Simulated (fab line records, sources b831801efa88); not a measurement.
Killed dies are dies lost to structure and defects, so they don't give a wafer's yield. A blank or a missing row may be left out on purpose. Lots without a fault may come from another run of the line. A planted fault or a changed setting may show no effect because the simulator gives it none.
Which tool did it? | flow gf180mcu | 12 lots, 36 wafers sampled, at 3 steps of a route of 602

WHAT THE GAUGES READ, wafer by wafer
GF_HV_LDD_THK_MEAS_55. Usual: HV_LDD_CVD_54_THK 9.99 nm, standard deviation 0.12.
lot  | measured     | on            | HV_LDD_CVD_54_THK (nm) | flag
L464 | day 12 21:04 | film_metro-02 | 10.05 10.17 10.06      |
L465 | day 13 13:02 | film_metro-02 | 10.18 10.21 10.06      |
L466 | day 13 15:19 | film_metro-02 | 10.07 10.12 10.16      |
L467 | day 13 16:52 | film_metro-01 | 9.77 9.69 9.77         |
L469 | day 14 14:52 | film_metro-02 | 9.97 9.80 9.96         |
L471 | day 15 12:26 | film_metro-04 | 10.07 10.06 10.03      |
L472 | day 15 13:27 | film_metro-01 | 10.02 9.93 9.98        |
L473 | day 15 19:41 | film_metro-02 | 9.93 9.96 9.90         |
L481 | day 18 14:32 | film_metro-01 | 12.59 12.49 12.50      | OFF
L483 | day 19 12:32 | film_metro-01 | 9.90 10.06 9.97        |
L484 | day 19 15:33 | film_metro-02 | 9.90 10.06 9.91        |
L485 | day 19 18:13 | film_metro-02 | 10.10 9.92 9.97        |

GF_CONTACT_THK_MEAS_01. Usual: CONTACT_CVD_00_THK 299.2 nm, standard deviation 3.
lot  | measured     | on            | CONTACT_CVD_00_THK (nm) | flag
L464 | day 15 16:41 | film_metro-02 | 297.4 300.1 297.7       |
L465 | day 16 09:01 | film_metro-04 | 295.7 299.5 302.2       |
L466 | day 16 12:28 | film_metro-02 | 299.4 298.1 296.5       |
L467 | day 16 15:26 | film_metro-01 | 301.8 298.2 298.1       |
L469 | day 17 15:43 | film_metro-01 | 302.5 303.8 300.9       |
L471 | day 18 12:04 | film_metro-02 | 294.2 292.3 296.5       |
L472 | day 18 15:04 | film_metro-02 | 299.2 300.2 297.4       |
L473 | day 18 20:19 | film_metro-02 | 300.4 297.8 300.4       |
L481 | day 21 19:01 | film_metro-02 | 298.5 301.7 300.0       |
L483 | day 22 15:08 | film_metro-04 | 294.5 303.4 298.6       |
L484 | day 22 18:15 | film_metro-01 | 299.6 299.2 302.7       |
L485 | day 22 21:07 | film_metro-01 | 293.8 295.6 303.6       |

WHICH TOOL RAN EACH LOT (tool, then ch and the chambers of the sampled wafers, then the start)
lot  | GF_HV_LDD_CVD_54
L464 | lpcvd-01 ch 1, day 12 20:03
L465 | lpcvd-02 ch 1, day 13 12:01
L466 | lpcvd-01 ch 1, day 13 13:47
L467 | lpcvd-01 ch 1, day 13 15:19
L469 | lpcvd-02 ch 0, day 14 13:50
L471 | lpcvd-01 ch 1, day 15 11:25
L472 | lpcvd-01 ch 0, day 15 12:26
L473 | lpcvd-02 ch 0, day 15 18:40
L481 | lpcvd-02 ch 0, day 18 13:01
L483 | lpcvd-01 ch 0, day 19 11:31
L484 | lpcvd-01 ch 0, day 19 14:30
L485 | lpcvd-01 ch 1, day 19 17:10
- GF_HV_LDD_CVD_54: deposits SiO2 from TEOS, target thk 10 nm, time 75 s.

WHAT THE TOOLS THEMSELVES READ (means of the sampled wafers that have a number; where no wafer has one, the mark that the record gives instead)
GF_HV_LDD_CVD_54. Usual: spike_tc_bottom_C 701.5 C, standard deviation 1.8; spike_tc_centre_C 680.9 C, standard deviation 1.3; spike_tc_lower_C 680.2 C, standard deviation 1.1; spike_tc_top_C 695.1 C, standard deviation 1.9; spike_tc_upper_C 679.9 C, standard deviation 1.5.
lot  | tool     | spike_tc_bottom_C (C) | spike_tc_centre_C (C) | spike_tc_lower_C (C) | spike_tc_top_C (C) | spike_tc_upper_C (C) | flag
L464 | lpcvd-01 | 702.5                 | 680.0                 | 680.0                | 695.9              | 680.1                |
L465 | lpcvd-02 | 701.2                 | 680.3                 | 680.1                | 694.4              | 679.1                |
L466 | lpcvd-01 | 701.0                 | 680.1                 | 680.8                | 694.6              | 680.7                |
L467 | lpcvd-01 | 701.5                 | 681.2                 | 680.1                | 694.8              | 679.8                |
L469 | lpcvd-02 | 703.4                 | 682.4                 | 679.0                | 693.1              | 677.6                |
L471 | lpcvd-01 | 702.5                 | 680.3                 | 680.5                | 694.9              | 680.1                |
L472 | lpcvd-01 | 699.4                 | 680.9                 | 679.9                | 698.2              | 681.3                |
L473 | lpcvd-02 | 704.0                 | 682.6                 | 679.0                | 693.7              | 678.2                |
L481 | lpcvd-02 | 713.1                 | 693.2                 | 689.2                | 702.2              | 687.7                | OFF
L483 | lpcvd-01 | 698.7                 | 680.1                 | 681.1                | 698.2              | 681.0                |
L484 | lpcvd-01 | 700.0                 | 679.6                 | 679.8                | 697.5              | 679.9                |
L485 | lpcvd-01 | 701.7                 | 679.0                 | 680.4                | 695.1              | 681.1                |

THE ANSWER, worked out from the rows above alone
Rule: a lot is off if the mean of its wafers that have a number lies more than 3 standard deviations from the usual mean. A lot without any number at a reading at which 4 lots or more have one is off too. The other lots that the step has rows for count as sound. The gauges are gone through in route order, then the tools' own readings, and for those a lot's mean is taken as printed above. The first step at which some lot is off is used, and at that step the reading that is off furthest; a lot without a number counts as furthest.
Off: L481, at GF_HV_LDD_THK_MEAS_55 (HV_LDD_CVD_54_THK).
A tool fits if, at a process step before that reading, it ran every lot that is off, and no sound lot after the first of them. The gauges at GF_HV_LDD_THK_MEAS_55 aren't tried: what is off there is off at GF_HV_LDD_CVD_54 too, on other tools, and a gauge's error can't cause that. One fits: lpcvd-02 at GF_HV_LDD_CVD_54. Its last sound lot is L473 (day 15 18:40), its first lot that is off L481 (day 18 13:01): a fault that began between those two fits.
The tool's own readings at GF_HV_LDD_CVD_54 bear it out: on the lots that are off they differ by more than 5 times the standard deviation of the sound lots' means. spike_tc_bottom_C reads 713.1 C there against 701.4 C on the sound lots; spike_tc_centre_C reads 693.2 C there against 680.6 C on the sound lots; spike_tc_lower_C reads 689.2 C there against 680.1 C on the sound lots; spike_tc_upper_C reads 687.7 C there against 679.9 C on the sound lots.

WHAT THE SIMULATOR HAD PUT IN
Process parameter drift: lpcvd-02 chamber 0, from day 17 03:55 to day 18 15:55, at GF_HV_LDD_CVD_54. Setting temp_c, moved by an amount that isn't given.
Lots struck among those shown: L481. The rule above found the same.
